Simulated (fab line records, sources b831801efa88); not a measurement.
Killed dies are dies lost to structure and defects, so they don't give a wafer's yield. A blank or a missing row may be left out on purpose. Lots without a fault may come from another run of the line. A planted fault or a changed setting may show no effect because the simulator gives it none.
Problem report in the 8D (eight disciplines) form, filled by code | flow gf180mcu | the parts of the form that need people (team, actions taken, sign-off) are left out

1. THE PROBLEM
NSD_RS at GF_PSD_RS_MEAS_14 reads a mean of 44.70 ohm/sq on 2 wafers of 2 lots; wafers without a fault read 46.18 ohm/sq with a standard deviation of 0.075. That is -20 standard deviations from the usual mean.
The step: measures by four-point-probe.
First seen on wafer L319.4, day 19 14:57, on film_metro-02. The record holds 35 wafers of 12 lots with a number at this step. Rule for "out", or "out of limits": more than 4 standard deviations from the usual mean. The other wafers with a number count as sound.

2. WHAT IT IS AND WHAT IT IS NOT
question                    | is                | is not
which readings at this step | NSD_RS            | -
which lots                  | L319, L323        | L303, L304, L305, L307, L308, L309, L311, L314, L316, L317
which wafers of those lots  | L319.4, L323.3    | L319.6, L323.2, L323.6
read on which gauges        | film_metro-02     | film_metro-01, film_metro-04
when                        | from day 19 14:57 | up to then (31 sound wafers); but 2 sound wafers of L323 came after

3. SUSPECTS, AND WHAT RULES EACH OUT
Counting: a tool at a process step up to the reading stays a suspect if it ran every lot that is out. Sound lots after the first of them don't rule it out here, since some wafers of a struck lot are sound.
- the gauge at GF_PSD_RS_MEAS_14: ruled out. All the wafers that are out were read on film_metro-02, but those of them that GF_NSD_IMPLANT_09 has rows for are out there too, on other tools.
- rtp_anneal-01 at GF_HV_LDD_RTA_52 (time 10 s): kept. It ran every lot that is out, first L319 (day 17 12:59); its last sound lot up to then is L317 (day 17 05:01).
- implanter-02 at GF_NSD_IMPLANT_09: kept. It ran every lot that is out, first L319 (day 18 14:53); its last sound lot up to then is L317 (day 18 07:19). Its own readings are out on those wafers: beam_on_s.
- plasma_asher-04 at GF_NSD_STRIP_11 (strips in O2/N2): kept. It ran every lot that is out, first L319 (day 18 15:09); its last sound lot up to then is L307 (day 14 19:58). Its own readings are out on those wafers: strip_time_to_endpoint_s.
Left after counting: rtp_anneal-01 at GF_HV_LDD_RTA_52, implanter-02 at GF_NSD_IMPLANT_09, plasma_asher-04 at GF_NSD_STRIP_11.

4. THE CAUSE (what the simulator had put in)
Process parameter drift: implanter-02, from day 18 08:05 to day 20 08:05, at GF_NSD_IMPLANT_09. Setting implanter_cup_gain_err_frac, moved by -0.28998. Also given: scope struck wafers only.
Counting left 3 suspects, and this tool is among them.

5. THE CHAIN OF EFFECTS, in route order
Each row: a reading whose mean over the struck wafers that have a number lies more than 3 standard deviations from the usual. Only readings for which the record gives a usual standard deviation are gone through. hours: the time from each lot's start at the first step in this table that gives one to its start at this step, as a median over the lots. sigmas: the change in usual standard deviations.
hours | step              | reading                  | usual        | on struck wafers | change | sigmas
0     | GF_NSD_IMPLANT_09 | beam_on_s                | 16.4 s       | 21.9             | +5.6   | +4.6
0     | GF_NSD_IMPLANT_09 | faraday_current_uA       | 13351        | 9944             | -3406  | -3.7
0     | GF_NSD_STRIP_11   | strip_time_to_endpoint_s | 22.950 s     | 23.801           | +0.851 | +30
24    | GF_PSD_RS_MEAS_14 | NSD_RS                   | 46.18 ohm/sq | 44.70            | -1.48  | -20
The process steps in it:
- GF_NSD_IMPLANT_09
- GF_NSD_STRIP_11: strips in O2/N2.
Later measuring or inspecting steps at which every struck wafer that the step has a row for has a number for every such reading, and none has moved that far: GF_SAB_THK_MEAS_01.

6. WHAT WOULD HAVE CAUGHT IT SOONER
In this record the first reading out of limits at a measuring or inspecting step was taken at day 19 14:57, 31 hours after the fault began at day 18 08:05.
The tool's own readings at GF_NSD_IMPLANT_09 were out on every struck wafer that the step has a row for (beam_on_s): an alarm limit on them would have fired on the first of those.
Of the lots that are out (2), L323 began GF_NSD_IMPLANT_09 on implanter-02 after day 19 14:57. A hold on the tool at that time would have spared it.
